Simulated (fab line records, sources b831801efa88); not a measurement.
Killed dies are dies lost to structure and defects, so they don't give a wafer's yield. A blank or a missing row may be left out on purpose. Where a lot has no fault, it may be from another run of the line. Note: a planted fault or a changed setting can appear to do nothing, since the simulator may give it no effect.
Which tool was responsible? || flow sky130 || 13 lots, 36 wafers sampled, at 3 steps of a route of 708

== WHAT THE GAUGES READ, wafer by wafer ==
SKY_CONTACT_THK_MEAS_01. Usual: for CONTACT_CVD_00_THK the level is 75.0 nm and the standard deviation is 0.95.
{"lot": "L586", "measured": "day 31 18:26", "on": "film-metro-04", "CONTACT_CVD_00_THK (nm)": "76.5 76.7 76.7", "flag": ""}
{"lot": "L588", "measured": "day 32 06:46", "on": "film-metro-02", "CONTACT_CVD_00_THK (nm)": "73.4 75.3 74.7", "flag": ""}
{"lot": "L589", "measured": "day 32 17:31", "on": "film-metro-02", "CONTACT_CVD_00_THK (nm)": "74.0 75.3 75.3", "flag": ""}
{"lot": "L594", "measured": "day 34 21:51", "on": "film-metro-04", "CONTACT_CVD_00_THK (nm)": "75.2 76.0", "flag": ""}
{"lot": "L596", "measured": "day 35 08:23", "on": "film-metro-04", "CONTACT_CVD_00_THK (nm)": "73.3 75.3", "flag": ""}
{"lot": "L598", "measured": "day 36 02:00", "on": "film-metro-01", "CONTACT_CVD_00_THK (nm)": "75.0 74.1", "flag": ""}
{"lot": "L601", "measured": "day 37 06:41", "on": "film-metro-02", "CONTACT_CVD_00_THK (nm)": "74.9 74.7 75.1", "flag": ""}
{"lot": "L602", "measured": "day 37 07:49", "on": "film-metro-01", "CONTACT_CVD_00_THK (nm)": "74.9 75.2 75.7", "flag": ""}
{"lot": "L605", "measured": "day 38 03:23", "on": "film-metro-01", "CONTACT_CVD_00_THK (nm)": "74.2 73.5 73.6", "flag": ""}
{"lot": "L606", "measured": "day 38 04:34", "on": "film-metro-04", "CONTACT_CVD_00_THK (nm)": "74.8 74.9 77.1", "flag": ""}
{"lot": "L607", "measured": "day 38 10:58", "on": "film-metro-01", "CONTACT_CVD_00_THK (nm)": "76.0 76.8 74.7", "flag": ""}
{"lot": "L608", "measured": "day 38 13:08", "on": "film-metro-01", "CONTACT_CVD_00_THK (nm)": "74.6 74.0 74.3", "flag": ""}
{"lot": "L609", "measured": "day 38 19:49", "on": "film-metro-01", "CONTACT_CVD_00_THK (nm)": "74.4 75.6 77.1", "flag": ""}

SKY_CONTACT_OVL_MEAS_15. Usual: for CONTACT_OVL the level is -1 nm and the standard deviation is 5.3.
{"lot": "L586", "measured": "day 33 02:37", "on": "overlay-02", "CONTACT_OVL (nm)": "-2 -2 -3", "flag": ""}
{"lot": "L588", "measured": "day 33 13:50", "on": "overlay-01", "CONTACT_OVL (nm)": "5 0 -2", "flag": ""}
{"lot": "L589", "measured": "day 33 22:56", "on": "overlay-01", "CONTACT_OVL (nm)": "7 -8 -8", "flag": ""}
{"lot": "L594", "measured": "day 36 00:59", "on": "overlay-01", "CONTACT_OVL (nm)": "6 5", "flag": ""}
{"lot": "L596", "measured": "day 36 11:39", "on": "overlay-01", "CONTACT_OVL (nm)": "-4 0", "flag": ""}
{"lot": "L598", "measured": "day 37 04:46", "on": "overlay-01", "CONTACT_OVL (nm)": "-3 -8", "flag": ""}
{"lot": "L601", "measured": "day 38 09:58", "on": "overlay-01", "CONTACT_OVL (nm)": "-2 -4 7", "flag": ""}
{"lot": "L602", "measured": "day 38 10:32", "on": "overlay-02", "CONTACT_OVL (nm)": "-3 2 1", "flag": ""}
{"lot": "L605", "measured": "day 39 05:53", "on": "overlay-01", "CONTACT_OVL (nm)": "-5 -12 -8", "flag": ""}
{"lot": "L606", "measured": "day 39 06:43", "on": "overlay-01", "CONTACT_OVL (nm)": "1 2 9", "flag": ""}
{"lot": "L607", "measured": "day 39 13:30", "on": "overlay-02", "CONTACT_OVL (nm)": "6 13 8", "flag": ""}
{"lot": "L608", "measured": "day 39 15:46", "on": "overlay-01", "CONTACT_OVL (nm)": "-2 -6 -2", "flag": ""}
{"lot": "L609", "measured": "day 39 21:43", "on": "overlay-01", "CONTACT_OVL (nm)": "0 2 -5", "flag": ""}

== EACH LOT AND THE TOOL THAT RAN IT (in order: tool; ch and the chambers of the sampled wafers; start) ==
{"lot": "L586", "SKY_CONTACT_CVD_00": "pecvd-04 ch 2, day 31 18:23"}
{"lot": "L588", "SKY_CONTACT_CVD_00": "pecvd-02 ch 0,1, day 32 06:43"}
{"lot": "L589", "SKY_CONTACT_CVD_00": "pecvd-02 ch 0,2, day 32 17:28"}
{"lot": "L594", "SKY_CONTACT_CVD_00": "pecvd-02 ch 2, day 34 21:48"}
{"lot": "L596", "SKY_CONTACT_CVD_00": "pecvd-03 ch 1,2, day 35 08:20"}
{"lot": "L598", "SKY_CONTACT_CVD_00": "pecvd-02 ch 0,2, day 36 01:58"}
{"lot": "L601", "SKY_CONTACT_CVD_00": "pecvd-02 ch 0,1, day 37 06:39"}
{"lot": "L602", "SKY_CONTACT_CVD_00": "pecvd-04 ch 0,1, day 37 07:46"}
{"lot": "L605", "SKY_CONTACT_CVD_00": "pecvd-03 ch 0,1, day 38 03:21"}
{"lot": "L606", "SKY_CONTACT_CVD_00": "pecvd-02 ch 0,2, day 38 04:32"}
{"lot": "L607", "SKY_CONTACT_CVD_00": "pecvd-04 ch 0,1,2, day 38 10:55"}
{"lot": "L608", "SKY_CONTACT_CVD_00": "pecvd-03 ch 0,2, day 38 13:06"}
{"lot": "L609", "SKY_CONTACT_CVD_00": "pecvd-04 ch 0,2, day 38 19:46"}
- SKY_CONTACT_CVD_00: deposits Si3N4, target thk 75 nm.

== WHAT THE TOOLS THEMSELVES READ (means of the sampled wafers that have a number; where no wafer has one, the mark that the record gives instead) ==
SKY_CONTACT_CVD_00. Usual: heater-power-w reads 649 W (standard deviation 72).
{"lot": "L586", "tool": "pecvd-04", "heater-power-w (W)": 647, "flag": ""}
{"lot": "L588", "tool": "pecvd-02", "heater-power-w (W)": 646, "flag": ""}
{"lot": "L589", "tool": "pecvd-02", "heater-power-w (W)": 609, "flag": ""}
{"lot": "L594", "tool": "pecvd-02", "heater-power-w (W)": 612, "flag": ""}
{"lot": "L596", "tool": "pecvd-03", "heater-power-w (W)": 720, "flag": ""}
{"lot": "L598", "tool": "pecvd-02", "heater-power-w (W)": 584, "flag": ""}
{"lot": "L601", "tool": "pecvd-02", "heater-power-w (W)": 643, "flag": ""}
{"lot": "L602", "tool": "pecvd-04", "heater-power-w (W)": 729, "flag": ""}
{"lot": "L605", "tool": "pecvd-03", "heater-power-w (W)": 686, "flag": ""}
{"lot": "L606", "tool": "pecvd-02", "heater-power-w (W)": 624, "flag": ""}
{"lot": "L607", "tool": "pecvd-04", "heater-power-w (W)": 672, "flag": ""}
{"lot": "L608", "tool": "pecvd-03", "heater-power-w (W)": 715, "flag": ""}
{"lot": "L609", "tool": "pecvd-04", "heater-power-w (W)": 720, "flag": ""}

== THE ANSWER, worked out from the rows above alone ==
Rule: lot off if the mean of its wafers having a number is beyond 3 standard deviations from the usual mean. Also off: a lot with no number at a reading for which 4 or more lots have one. Any other lot the step has rows for is counted as sound. First the gauges in route order, then the tools' own readings, where a lot's mean is used as printed above. The first step at which some lot is off is used, and at that step the reading that is off furthest; a lot without a number counts as furthest.
Nothing can be told from this: no lot is off at any reading shown.

== WHAT WAS PUT IN BY THE SIMULATOR ==
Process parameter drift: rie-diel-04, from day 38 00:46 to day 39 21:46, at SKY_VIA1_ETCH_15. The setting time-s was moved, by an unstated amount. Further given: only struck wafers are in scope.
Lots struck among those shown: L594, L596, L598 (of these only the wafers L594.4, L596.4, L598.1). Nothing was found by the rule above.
